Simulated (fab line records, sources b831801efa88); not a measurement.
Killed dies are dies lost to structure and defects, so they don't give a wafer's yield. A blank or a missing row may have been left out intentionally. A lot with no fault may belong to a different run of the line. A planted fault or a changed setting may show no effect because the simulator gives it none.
The tool behind it: which one? ; flow sky130 ; Sampling: 6 lots, 18 wafers, 4 of 708 route steps

WHAT THE GAUGES READ, wafer by wafer
SKY_NWELL_RS_MEAS_29: the measuring method here is four-point-probe.
lot;measured;on;NWELL_RS (ohm/sq)
L272;day 6 09:29;film metro-02;626.4 624.6 625.2
L274;day 7 00:31;film metro-03;624.7 623.5 624.0
L276;day 7 08:12;film metro-01;625.1 624.1 626.1
L281;day 8 16:20;film metro-03;635.7 633.4 632.9
L284;day 9 08:28;film metro-01;621.4 624.0 624.4
L290;day 10 19:06;film metro-02;627.0 625.5 626.1

WHICH TOOL RAN EACH LOT (tool, then ch and the chambers of the sampled wafers, then the start)
lot;SKY_FIELD_ISO_STRIP_16;SKY_FIELD_ISO_CMP_27;SKY_NWELL_IMPLANT_13
L272;plasma asher-03 ch 0,1, day 3 01:13;cmp-02 ch 0,3, day 3 07:05;implanter-04 ch 0, day 5 13:31
L274;plasma asher-04 ch 0,1, day 3 14:08;cmp-02 ch 0,3, day 3 18:13;implanter-01 ch 0, day 6 04:04
L276;plasma asher-04 ch 0,1, day 3 21:32;cmp-01 ch 0,1,2, day 4 02:34;implanter-04 ch 0, day 6 11:45
L281;plasma asher-04 ch 0,1, day 5 00:04;cmp-01 ch 0,2,3, day 5 04:52;implanter-01 ch 0, day 7 19:03
L284;plasma asher-03 ch 0,1, day 5 15:59;cmp-01 ch 0,2, day 5 19:59;implanter-02 ch 0, day 8 10:50
L290;plasma asher-01 ch 0,1, day 6 23:30;cmp-02 ch 0,1,2, day 7 03:52;implanter-04 ch 0, day 9 21:10
- SKY_FIELD_ISO_STRIP_16: strips in O2/N2.
- SKY_FIELD_ISO_CMP_27: polishes, stops on Si3N4, t overpolish 16 s, target thk 457.8 nm.
- SKY_NWELL_IMPLANT_13

THE ANSWER, worked out from the rows above alone
Rule: the lots themselves supply what counts as usual. Put in order of their means at a reading, lots are off if they are a third of the lots or fewer, leave a main group of 4 or more, and stand apart from it by a gap of 3 or more times the standard deviation of the main group's means; of several such gaps the widest counts. If all means in a main group match to the digits the tables above print for the reading, that group is not used. Also off: a lot with no number at a reading for which 4 or more lots have one. All remaining lots with rows at the step are treated as sound.
Off: at SKY_NWELL_RS_MEAS_29 (NWELL_RS), L281. The main group has a mean of 624.8 ohm/sq with a standard deviation of 1.
A tool fits if, at a process step before that reading, it ran every lot that is off, and no sound lot after the first of them. The gauges at SKY_NWELL_RS_MEAS_29 are tried like those tools. Can't be told from this: 3 tools fit, plasma asher-04 at SKY_FIELD_ISO_STRIP_16, implanter-01 at SKY_NWELL_IMPLANT_13, film metro-03 at SKY_NWELL_RS_MEAS_29.

WHAT HAD BEEN PUT IN BY THE SIMULATOR
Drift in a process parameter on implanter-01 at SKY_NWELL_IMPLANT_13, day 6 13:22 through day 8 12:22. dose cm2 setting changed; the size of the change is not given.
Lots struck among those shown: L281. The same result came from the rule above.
